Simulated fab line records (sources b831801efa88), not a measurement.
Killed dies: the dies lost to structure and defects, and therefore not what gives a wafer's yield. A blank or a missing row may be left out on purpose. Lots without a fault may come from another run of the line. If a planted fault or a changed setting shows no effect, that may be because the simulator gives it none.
Check for tools in common | flow sky130 | Lots sampled 10, wafers sampled 36

## WHAT PROMPTED THE OPENING
At SKY_SPACER_THK_MEAS_01 the reading SPACER_CVD_00_THK is flagged on 2 of 10 lots. No-fault wafers: 43.4 nm, standard deviation 0.38.
Rule: flag the lot when none of its wafers has a number, or when each of its wafers that has one lies beyond 4 standard deviations from that mean. All remaining lots are regarded as sound.

lot  | measured     | on            | SPACER_CVD_00_THK (nm), wafer by wafer | flag
L922 | day 24 02:08 | film metro-04 | 43.4 43.4 43.5                         |
L927 | day 25 17:32 | film metro-01 | 34.4 34.1 34.2 34.4 34.0 34.2          | FLAGGED
L928 | day 25 20:51 | film metro-03 | 33.9 34.1 33.8 33.9 34.1 33.8          | FLAGGED
L935 | day 28 16:04 | film metro-04 | 43.3 43.5 43.3                         |
L936 | day 28 18:38 | film metro-03 | 43.0 42.9 42.9                         |
L938 | day 29 21:21 | film metro-01 | 43.4 43.3 43.1                         |
L943 | day 31 00:24 | film metro-03 | 43.3 43.4 43.1                         |
L942 | day 31 01:37 | film metro-03 | 43.1 43.6 43.2                         |
L944 | day 31 06:28 | film metro-03 | 42.6 42.7 42.4                         |
L945 | day 31 15:45 | film metro-03 | 43.4 43.5 43.2                         |
The mean of the flagged lots' numbers is 34.1 nm, -9.3 nm from the usual (-25 standard deviations).

## WHICH TOOL RAN EACH LOT
The record holds 1 process step before the reading, out of a route of 708 steps. Read each cell as the tool, then ch plus the chambers that the sampled wafers visited, then the start.
lot  | flag    | SKY_SPACER_CVD_00
L922 |         | lpcvd-02 ch 0, day 24 00:20
L927 | FLAGGED | lpcvd-02 ch 1, day 25 15:44
L928 | FLAGGED | lpcvd-02 ch 1, day 25 19:38
L935 |         | lpcvd-02 ch 1, day 28 14:52
L936 |         | lpcvd-02 ch 0, day 28 17:25
L938 |         | lpcvd-02 ch 0, day 29 20:08
L943 |         | lpcvd-02 ch 1, day 30 23:12
L942 |         | lpcvd-02 ch 1, day 31 00:24
L944 |         | lpcvd-02 ch 1, day 31 05:13
L945 |         | lpcvd-02 ch 0, day 31 14:32
What the steps here do:
- SKY_SPACER_CVD_00: deposits Si3N4 from DCS/NH3, target thk 43.1 nm, time 740 s.
- SKY_SPACER_THK_MEAS_01

## FLAGGED AGAINST TOTAL, ONE TOOL AT A TIME (gauges that did the reading follow at the end)
step                   | tool          | lots run | flagged | share of the flagged lots | sound lots run after its first flagged lot
SKY_SPACER_CVD_00      | lpcvd-02      | 10       | 2       | all                       | 7 (L935,L936,L938,L943,L942,L944,L945)
SKY_SPACER_THK_MEAS_01 | film metro-01 | 2        | 1       | some                      | 1 (L938)
SKY_SPACER_THK_MEAS_01 | film metro-03 | 6        | 1       | some                      | 5 (L936,L943,L942,L944,L945)
SKY_SPACER_THK_MEAS_01 | film metro-04 | 2        | 0       | none                      | -

## WHAT IS ALLOWED BY THE TABLE
In the table, 1 row covers all flagged lots: lpcvd-02 at SKY_SPACER_CVD_00.
- lpcvd-02 at SKY_SPACER_CVD_00: 2 of its 10 lots flagged. After the first flagged lot (L935, L936, L938, L943, L942, L944, L945), sound lots still ran on it; a lasting fault on the whole tool would not permit that. Its own readings (spike tc bottom C, spike tc centre C, spike tc lower C, spike tc top C, spike tc upper C, susceptor temp C) fall more than 4 standard deviations out on all wafers of the flagged lots.
There is no row in the table that ran each flagged lot and no sound lot after the first.

## WHAT WAS PUT IN BY THE SIMULATOR
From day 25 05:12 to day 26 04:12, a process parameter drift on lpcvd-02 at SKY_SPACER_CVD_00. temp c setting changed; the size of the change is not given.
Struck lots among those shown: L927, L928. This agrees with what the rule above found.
